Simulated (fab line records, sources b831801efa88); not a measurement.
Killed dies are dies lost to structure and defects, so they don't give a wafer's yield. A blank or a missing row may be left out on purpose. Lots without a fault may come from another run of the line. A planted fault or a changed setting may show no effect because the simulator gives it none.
Which tool did it? | flow gf180mcu | 13 lots, 39 wafers sampled, at 3 steps of a route of 602

WHAT THE GAUGES READ, wafer by wafer
GF_M4_OVL_MEAS_15. Usual: M4_OVL 0 nm, standard deviation 5.
lot  | measured     | on         | M4_OVL (nm) | flag
L846 | day 23 06:20 | overlay-02 | -1 4 16     |
L847 | day 24 03:21 | overlay-02 | 0 7 9       |
L849 | day 24 08:55 | overlay-02 | 0 0 2       |
L852 | day 25 13:46 | overlay-01 | -2 2 3      |
L851 | day 25 17:19 | overlay-02 | 3 -7 1      |
L854 | day 26 08:30 | overlay-01 | -6 -10 -10  |
L855 | day 26 18:33 | overlay-02 | 1 9 0       |
L856 | day 26 23:06 | overlay-02 | -3 -8 -6    |
L863 | day 28 23:24 | overlay-01 | 6 -1 0      |
L865 | day 29 12:50 | overlay-02 | 5 -1 11     |
L866 | day 29 18:28 | overlay-01 | 1 2 -2      |
L867 | day 30 00:34 | overlay-01 | -6 1 -7     |
L868 | day 30 06:16 | overlay-01 | -2 -11 -3   |

GF_V4_CD_MEAS_14: target cd 260 nm. Usual: cd_nm 260.1 nm, standard deviation 1.1.
lot  | measured     | on        | cd_nm (nm)        | flag
L846 | day 24 05:42 | cd_sem-01 | 261.1 261.2 260.2 |
L847 | day 25 03:00 | cd_sem-02 | 259.6 261.2 260.0 |
L849 | day 25 07:47 | cd_sem-02 | 259.7 259.8 260.1 |
L852 | day 26 12:30 | cd_sem-01 | 261.0 261.6 261.0 |
L851 | day 26 15:47 | cd_sem-01 | 259.1 260.2 259.2 |
L854 | day 27 06:15 | cd_sem-01 | 261.5 260.6 259.4 |
L855 | day 27 16:45 | cd_sem-02 | 259.1 260.2 261.2 |
L856 | day 27 20:33 | cd_sem-02 | 261.0 259.4 261.0 |
L863 | day 29 19:42 | cd_sem-01 | 262.9 261.2 261.4 |
L865 | day 30 08:32 | cd_sem-02 | 261.1 259.2 259.1 |
L866 | day 30 14:31 | cd_sem-02 | 259.6 259.4 260.0 |
L867 | day 30 20:30 | cd_sem-01 | 260.1 260.4 261.2 |
L868 | day 31 01:52 | cd_sem-02 | 260.8 262.6 260.1 |

WHICH TOOL RAN EACH LOT (tool, then ch and the chambers of the sampled wafers, then the start)
lot  | GF_M3_SPUTTER_01
L846 | pvd_sputter-03, day 20 03:40
L847 | pvd_sputter-03, day 21 01:41
L849 | pvd_sputter-02, day 21 08:10
L852 | pvd_sputter-03, day 22 15:40
L851 | pvd_sputter-03, day 22 19:05
L854 | pvd_sputter-03, day 23 11:49
L855 | pvd_sputter-03, day 23 23:19
L856 | pvd_sputter-03, day 24 03:31
L863 | pvd_sputter-04, day 26 07:14
L865 | pvd_sputter-02, day 26 22:14
L866 | pvd_sputter-04, day 27 03:41
L867 | pvd_sputter-03, day 27 11:18
L868 | pvd_sputter-03, day 27 18:00
- GF_M3_SPUTTER_01: material TiN, target thk 30 nm, time 25 s.

WHAT THE TOOLS THEMSELVES READ (means of the sampled wafers that have a number; where no wafer has one, the mark that the record gives instead)
GF_M3_SPUTTER_01. Usual: throttle_valve_pct 30.1 %, standard deviation 0.81.
lot  | tool           | throttle_valve_pct (%) | flag
L846 | pvd_sputter-03 | 29.4                   |
L847 | pvd_sputter-03 | 30.0                   |
L849 | pvd_sputter-02 | 30.2                   |
L852 | pvd_sputter-03 | 29.9                   |
L851 | pvd_sputter-03 | 29.9                   |
L854 | pvd_sputter-03 | 30.7                   |
L855 | pvd_sputter-03 | 30.2                   |
L856 | pvd_sputter-03 | 30.1                   |
L863 | pvd_sputter-04 | 29.8                   |
L865 | pvd_sputter-02 | 29.8                   |
L866 | pvd_sputter-04 | 30.3                   |
L867 | pvd_sputter-03 | 30.2                   |
L868 | pvd_sputter-03 | 30.4                   |

THE ANSWER, worked out from the rows above alone
Rule: a lot is off if the mean of its wafers that have a number lies more than 3 standard deviations from the usual mean. A lot without any number at a reading at which 4 lots or more have one is off too. The other lots that the step has rows for count as sound. The gauges are gone through in route order, then the tools' own readings, and for those a lot's mean is taken as printed above. The first step at which some lot is off is used, and at that step the reading that is off furthest; a lot without a number counts as furthest.
No lot is off at any reading shown: from this, nothing can be told.

WHAT THE SIMULATOR HAD PUT IN
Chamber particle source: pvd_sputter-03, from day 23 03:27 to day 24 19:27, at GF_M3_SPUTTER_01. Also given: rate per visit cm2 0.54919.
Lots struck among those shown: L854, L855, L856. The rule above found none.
